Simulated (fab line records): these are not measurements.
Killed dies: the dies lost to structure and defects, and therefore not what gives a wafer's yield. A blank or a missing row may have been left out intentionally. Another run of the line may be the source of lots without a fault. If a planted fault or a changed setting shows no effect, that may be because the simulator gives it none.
Matching of chambers :: flow gf180mcu :: 3 sister chambers for GF_V4_CVD_02 on pecvd-03
The step deposits SiO2 from TEOS, target thk 850 nm, time 94.851 s. 3 wafers are shown with their chamber, then 10 later ones without.

WAFERS PAIRED WITH THEIR CHAMBERS
wafer: L079.3
chamber: 1
heater_power_w (W): 543

wafer: L083.2
chamber: 0
heater_power_w (W): 593

wafer: L084.4
chamber: 2
heater_power_w (W): 608

WAFERS WITHOUT THEIR CHAMBER
wafer: L084.6
heater_power_w (W): 527

wafer: L086.2
heater_power_w (W): 512

wafer: L086.5
heater_power_w (W): 568

wafer: L086.6
heater_power_w (W): 556

wafer: L093.1
heater_power_w (W): 532

wafer: L093.2
heater_power_w (W): 483

wafer: L093.6
heater_power_w (W): 546

wafer: L096.1
heater_power_w (W): 561

wafer: L096.3
heater_power_w (W): 606

wafer: L096.4
heater_power_w (W): 618

CHAMBER TAKEN BY EACH
wafer: L084.6
from the rows above: 1
in truth: 1

wafer: L086.2
from the rows above: 1
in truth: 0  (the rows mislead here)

wafer: L086.5
from the rows above: can't be placed: 0 or 1 or 2
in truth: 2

wafer: L086.6
from the rows above: can't be placed: 1 or 0 or 2
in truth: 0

wafer: L093.1
from the rows above: 1
in truth: 1

wafer: L093.2
from the rows above: 1
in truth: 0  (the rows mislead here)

wafer: L093.6
from the rows above: can't be placed: 1 or 0
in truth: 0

wafer: L096.1
from the rows above: can't be placed: 1 or 0 or 2
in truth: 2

wafer: L096.3
from the rows above: can't be placed: 2 or 0
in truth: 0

wafer: L096.4
from the rows above: can't be placed: 2 or 0
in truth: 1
Correctly placed: 2 of 10. Can't be placed from these rows: 6 (the true chamber is among the candidates in 5). Placed wrongly: 2.
How it was worked out, from the rows above alone: a wafer's distance from a chamber is the root of the sum, over the readings, of the square of ((its reading less the chamber's mean) divided by the reading's scatter). The wafer belongs to the nearest chamber; if the next one is less than 2 further off, it can't be placed. Each chamber's mean is taken over the wafers shown for it. The scatter: root of mean squared gap, hidden wafer to nearest shown wafer, with one shown wafer a chamber.
